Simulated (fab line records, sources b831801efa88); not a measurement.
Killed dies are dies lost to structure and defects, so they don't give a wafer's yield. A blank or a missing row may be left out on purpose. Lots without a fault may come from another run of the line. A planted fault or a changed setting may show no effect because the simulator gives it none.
Which tool did it? | flow sky130 | 14 lots, 42 wafers sampled, at 3 steps of a route of 708

WHAT THE GAUGES READ, wafer by wafer
SKY_FIELD_ISO_BOW_MEAS_00. Usual: INCOMING_BOW 1 um, standard deviation 7.3.
lot  | measured    | on            | INCOMING_BOW (um) | flag
L634 | day 2 01:01 | film_metro-03 | 4 -7 -3           |
L636 | day 2 11:01 | film_metro-04 | -5 -1 -1          |
L637 | day 2 16:00 | film_metro-01 | -5 1 -6           |
L643 | day 3 22:00 | film_metro-03 | 5 -4 -3           |
L644 | day 4 03:01 | film_metro-01 | 5 0 5             |
L645 | day 4 08:01 | film_metro-03 | 6 -6 18           |
L646 | day 4 13:01 | film_metro-01 | 6 -2 -2           |
L647 | day 4 18:00 | film_metro-03 | 12 6 -4           |
L648 | day 4 23:00 | film_metro-03 | 6 -8 -21          |
L650 | day 5 09:02 | film_metro-01 | -2 -2 -5          |
L651 | day 5 14:02 | film_metro-01 | 1 8 -3            |
L652 | day 5 19:00 | film_metro-01 | 4 -6 -8           |
L653 | day 6 00:01 | film_metro-01 | -6 -12 -2         |
L654 | day 6 05:00 | film_metro-01 | -8 -6 -1          |

SKY_FIELD_ISO_CD_MEAS_13: target cd 150 nm. Usual: cd_nm 150.2 nm, standard deviation 1.2.
lot  | measured    | on        | cd_nm (nm)        | flag
L634 | day 2 20:32 | cd_sem-01 | 151.3 150.1 150.5 |
L636 | day 3 08:26 | cd_sem-02 | 150.6 151.7 151.3 |
L637 | day 3 14:34 | cd_sem-01 | 150.3 151.5 150.4 |
L643 | day 4 22:01 | cd_sem-01 | 149.1 147.6 150.3 |
L644 | day 5 00:31 | cd_sem-01 | 150.3 149.3 150.5 |
L645 | day 5 05:26 | cd_sem-02 | 150.3 152.0 151.0 |
L646 | day 5 11:35 | cd_sem-01 | 148.0 148.7 149.8 |
L647 | day 5 17:25 | cd_sem-01 | 151.2 151.8 149.5 |
L648 | day 5 20:00 | cd_sem-02 | 149.5 150.5 150.7 |
L650 | day 6 07:56 | cd_sem-02 | 149.2 150.1 149.7 |
L651 | day 6 13:19 | cd_sem-01 | 150.3 150.3 150.6 |
L652 | day 6 17:40 | cd_sem-02 | 151.5 150.0 149.9 |
L653 | day 7 00:38 | cd_sem-01 | 151.7 149.8 150.9 |
L654 | day 7 03:40 | cd_sem-01 | 149.4 149.6 149.8 |

SKY_NWELL_TW_MEAS_26. Usual: NWELL_2_TW 501, standard deviation 5.3.
lot  | measured     | on            | NWELL_2_TW  | flag
L634 | day 6 17:31  | film_metro-03 | 498 497 497 |
L636 | day 7 01:49  | film_metro-03 | 500 497 499 |
L637 | day 7 02:09  | film_metro-03 | 501 501 500 |
L643 | day 8 12:24  | film_metro-03 | 496 499 502 |
L644 | day 8 12:46  | film_metro-03 | 499 497 499 |
L645 | day 8 22:41  | film_metro-02 | 495 497 501 |
L646 | day 9 01:52  | film_metro-03 | 500 499 498 |
L647 | day 9 07:51  | film_metro-02 | 502 502 498 |
L648 | day 9 11:59  | film_metro-03 | 497 499 499 |
L650 | day 10 03:27 | film_metro-03 | 498 499 497 |
L651 | day 10 08:24 | film_metro-02 | 498 499 501 |
L652 | day 10 14:14 | film_metro-02 | 499 498 497 |
L653 | day 11 07:32 | film_metro-01 | 512 516 511 |
L654 | day 11 08:48 | film_metro-03 | 495 494 498 |

WHICH TOOL RAN EACH LOT (tool, then ch and the chambers of the sampled wafers, then the start)
The record holds no process step before these readings.

WHAT THE TOOLS THEMSELVES READ (means of the sampled wafers that have a number; where no wafer has one, the mark that the record gives instead)
The record holds no such reading with a usual standard deviation.

THE ANSWER, worked out from the rows above alone
Rule: a lot is off if the mean of its wafers that have a number lies more than 3 standard deviations from the usual mean. A lot without any number at a reading at which 4 lots or more have one is off too. The other lots that the step has rows for count as sound. The gauges are gone through in route order, then the tools' own readings, and for those a lot's mean is taken as printed above. The first step at which some lot is off is used, and at that step the reading that is off furthest; a lot without a number counts as furthest.
No lot is off at any reading shown: from this, nothing can be told.

WHAT THE SIMULATOR HAD PUT IN
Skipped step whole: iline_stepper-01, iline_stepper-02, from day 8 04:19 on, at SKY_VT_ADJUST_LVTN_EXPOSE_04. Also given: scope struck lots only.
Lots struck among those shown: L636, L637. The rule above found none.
